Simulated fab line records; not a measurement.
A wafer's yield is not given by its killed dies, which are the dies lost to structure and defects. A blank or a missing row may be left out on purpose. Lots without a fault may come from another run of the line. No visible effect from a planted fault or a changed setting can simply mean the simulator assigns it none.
fab line records	flow sky130
[record] lots = 6	wafers = 18	last-day = 50
route steps=708 shown LDD_P@259 LDD_HVN@267
lots that met no fault: from a run of the same line without faults
start-h: hours from the record's first day to the start of the lot's first wafer shown	wait-h: hours since the lot's step before	" as in the row above	L1.1+2: a single row standing in for several wafers	- no value, or no start was given	* or withheld: withheld	< > ~ a bound
route shown NAME@n: a module of which the file shows steps, and the number in the route of the first	usual: mean/standard deviation of fault-free wafers	same: alike in all rows	chamber/n: place in a boat	sites: each site's reading	_std_site: standard deviation of those values	_edge_site: outer sites' mean less inner sites'	radius-mm: how far each site lies from the wafer's centre	mask NAME#n: copy n	behind: tool/chamber where the wafer was last shaped	hold: what put the lot on hold/how long, in hours/how the hold closed	device: the n, p or np transistor that did not switch	end of line: the route-end tests of the same wafers	a step given without rows: its recipe and nothing more	killed: not the wafer's yield, but the dies lost to structure and defects at the first sort	map: the dies of a wafer, with x for killed, . for not killed, _ for no die there
set.NAME: the setting the step ran with; set.NAME@STEP: the setting that earlier step ran with	model.NAME: the simulator's own value behind a step, which no gauge read
a table for each step, a row for each wafer; lots at some steps of the route
services: from which hour (start-h, from the record's first day; less than 0 if before it) a tool's chamber was out of use, for how many hours, and why
[[steps]]
[step SKY_LDD_P_EXPOSE_04]
[recipe] mask-id = PSDM	na = 0.6	source-shape = conventional	sigma-outer = 0.6	polarization = unpolarized	target-cd-nm = 380	dose-mj = 138
[step SKY_LDD_P_PEB_05]
[recipe] temp-c = withheld	time-s = *	resist = NOVOLAK
[step SKY_LDD_P_DEVELOP_06]
[recipe] resist = NOVOLAK	developer = TMAH	develop-time-s = 60	dev-temp-c = 23
[step SKY_LDD_P_CD_MEAS_07]
[recipe] target-cd-nm = 380
[usual] cd-nm = 380.0/2.3
lot.wafer	tool	chamber	start-h	wait-h	cd-nm
L533.1	cd-sem-02	-	455.96	0.1	376.8
L533.3	"	-	"	"	378.0
L533.4	"	-	"	"	374.0
L542.3	cd-sem-01	-	536.99	0.1	378.9
L542.4	"	-	"	"	377.0
L542.5	"	-	"	"	378.9
L544.1	cd-sem-02	-	560.88	0.1	380.4
L544.2	"	-	"	"	379.5
L544.3	"	-	"	"	379.6
L545.2	cd-sem-02	-	576.67	0.1	379.2
L545.4	"	-	"	"	381.4
L545.5	"	-	"	"	379.3
L546.1	cd-sem-02	-	577.41	0.1	373.9
L546.2	"	-	"	"	374.5
L546.6	"	-	"	"	374.3
L550.1	cd-sem-02	-	628.43	0.1	380.4
L550.4	"	-	"	"	380.3
L550.6	"	-	"	"	380.1
[step SKY_LDD_P_OVL_MEAS_08]
[usual] LDD_P_OVL = 0.0/1.5
lot.wafer	tool	chamber	start-h	wait-h	LDD_P_OVL[nm]
L533.1	overlay-02	-	456.08	0.1	1.3
L533.3	"	-	"	"	5.1
L533.4	"	-	"	"	2.5
L542.3	overlay-01	-	537.09	0.1	1.2
L542.4	"	-	"	"	0.0
L542.5	"	-	"	"	-0.3
L544.1	overlay-02	-	561.00	0.1	-1.3
L544.2	"	-	"	"	-0.8
L544.3	"	-	"	"	-0.6
L545.2	overlay-01	-	576.78	0.1	1.2
L545.4	"	-	"	"	0.1
L545.5	"	-	"	"	1.3
L546.1	overlay-02	-	577.53	0.1	0.1
L546.2	"	-	"	"	1.3
L546.6	"	-	"	"	1.8
L550.1	overlay-02	-	628.55	0.1	2.1
L550.4	"	-	"	"	0.6
L550.6	"	-	"	"	1.0
[step SKY_LDD_P_IMPLANT_09]
[recipe] species = BF2	energy-kev = 25	dose-cm2 = 1e+13	tilt-deg = withheld
[step SKY_LDD_P_STRIP_10]
[recipe] chemistry = O2/N2	power-w = 1400	pressure-mtorr = 1500	platen-temp-c = withheld	o2-flow-sccm = 3000	n2-flow-sccm = 300	overash-fraction = 0.5
[usual] drypump-motor-current-A = 5.79/0.25	oes-product-au = 0.715/0.0047	strip-time-to-endpoint-s = 14.15/0.032
lot.wafer	tool	chamber	start-h	wait-h	drypump-motor-current-A	oes-product-au	rf-hours-counter-h	strip-time-to-endpoint-s
L533.1	plasma-asher-02	0	456.26	0.1	6.12	0.722	63	14.14
L533.3	"	0	"	"	6.12	0.711	-	14.11
L533.4	"	1	"	"	5.44	0.713	-	14.13
L542.3	plasma-asher-04	1	537.29	0.1	5.95	0.721	-	14.11
L542.4	"	0	"	"	5.49	0.715	-	14.14
L542.5	"	1	"	"	5.94	0.715	-	14.11
L544.1	plasma-asher-04	1	561.18	0.1	5.99	0.719	85	14.15
L544.2	"	0	"	"	5.53	0.716	85	14.14
L544.3	"	0	"	"	5.52	0.713	-	14.15
L545.2	plasma-asher-04	1	576.96	0.1	5.95	0.715	87	14.13
L545.4	"	1	"	"	5.93	0.709	-	14.15
L545.5	"	1	"	"	5.94	0.726	-	14.10
L546.1	plasma-asher-04	1	577.72	0.1	5.94	0.714	87	14.19
L546.2	"	0	"	"	5.54	0.712	87	14.20
L546.6	"	0	"	"	5.57	0.714	-	14.17
L550.1	plasma-asher-03	0	628.73	0.1	6.07	0.713	20	14.13
L550.4	"	0	"	"	6.10	0.713	-	14.14
L550.6	"	1	"	"	5.75	0.713	-	14.14
[step SKY_LDD_P_TW_MEAS_11]
[usual] LDD_P_TW = 641/7.8
lot.wafer	tool	chamber	start-h	wait-h	LDD_P_TW
L533.1	film-metro-04	-	456.36	0.1	636
L533.3	"	-	"	"	637
L533.4	"	-	"	"	636
L542.3	film-metro-04	-	537.38	0.1	632
L542.4	"	-	"	"	636
L542.5	"	-	"	"	636
L544.1	film-metro-03	-	561.28	0.1	634
L544.2	"	-	"	"	635
L544.3	"	-	"	"	634
L545.2	film-metro-04	-	577.07	0.1	634
L545.4	"	-	"	"	638
L545.5	"	-	"	"	639
L546.1	film-metro-04	-	577.82	0.1	636
L546.2	"	-	"	"	637
L546.6	"	-	"	"	636
L550.1	film-metro-01	-	628.83	0.1	646
L550.4	"	-	"	"	649
L550.6	"	-	"	"	647
[step SKY_LDD_HVN_DEHYDRATE_00]
[recipe] temp-c = 200	time-s = 60
[step SKY_LDD_HVN_HMDS_01]
[recipe] prime-time-s = 60	prime-temp-c = 120
[step SKY_LDD_HVN_COAT_02]
[recipe] resist = NOVOLAK	spin-rpm = 3000	resist-thk-nm = 300
[step SKY_LDD_HVN_SOFTBAKE_03]
[recipe] temp-c = 90	time-s = 60	resist = NOVOLAK
[step SKY_LDD_HVN_EXPOSE_04]
[recipe] mask-id = HVNTM	na = 0.6	source-shape = conventional	sigma-outer = 0.6	polarization = unpolarized	target-cd-nm = 700	dose-mj = 127
[usual] exposure-dose-mJ-cm2 = 126.97/0.14	focus-offset-nm = 0.0/0.53
lot.wafer	tool	chamber	start-h	wait-h	mask	exposure-dose-mJ-cm2	focus-offset-nm
L533.1	iline-stepper-02	0	472.38	-	HVNTM#0	127.12	-1.1
L533.3	"	0	"	"	HVNTM#0	127.08	0.2
L533.4	"	0	"	"	HVNTM#0	127.32	-0.3
L542.3	iline-stepper-02	0	552.49	-	HVNTM#0	126.99	-0.6
L542.4	"	0	"	"	HVNTM#0	127.03	-0.9
L542.5	"	0	"	"	HVNTM#0	127.13	0.4
L544.1	iline-stepper-02	-	576.48	-	HVNTM#0	-	-
L544.2	"	-	"	"	HVNTM#0	-	-
L544.3	"	-	"	"	HVNTM#0	-	-
L545.2	iline-stepper-02	-	591.47	-	HVNTM#0	-	-
L545.4	"	-	"	"	HVNTM#0	-	-
L545.5	"	-	"	"	HVNTM#0	-	-
L546.1	iline-stepper-01	0	592.69	-	HVNTM#0	126.77	0.2
L546.2	"	0	"	"	HVNTM#0	126.75	0.4
L546.6	"	0	"	"	HVNTM#0	126.73	0.5
L550.1	iline-stepper-02	0	643.34	-	HVNTM#0	126.87	-0.2
L550.4	"	0	"	"	HVNTM#0	126.88	0.5
L550.6	"	0	"	"	HVNTM#0	126.86	0.4
[step SKY_LDD_HVN_PEB_05]
[recipe] temp-c = withheld	time-s = *	resist = NOVOLAK
[[services]]
tool	chamber	start-h	hours	kind
plasma-asher-02	-	441.23	12.9	repair
iline-stepper-02	-	457.86	1.7	pm
plasma-asher-02	-	492.32	2.8	pm
iline-stepper-01	-	560.52	1.7	pm
[[key]]
[first-sign] step = SKY_LDD_HVN_EXPOSE_04	reading = tool-record	direction = missing
effect none on later readings
met-at SKY_LDD_HVN_EXPOSE_04
struck-wafers L544.1,L544.2,L544.3,L545.2,L545.4,L545.5
sort-left-out L544.1,L544.2,L544.3,L545.2,L545.4,L545.5
tester-left-out L544,L545
onset-between 552.49 576.48
[fault] kind = skipped-step-whole	tool = iline-stepper-02	chamber = -	onset-h = 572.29	steps = SKY_LDD_HVN_EXPOSE_04	scope = struck-lots-only
// tester-left-out: of these lots the tester's yield and bins aren't shown, on N5 and GAA mostly nor the transistor test; their killed dies are dies lost to structure and defects alone, not to doping, threshold or leakage, so they don't give the yield
// sort-left-out: the simulated sort isn't trusted on such a fault, so these wafers' sort isn't shown, and their yield isn't known
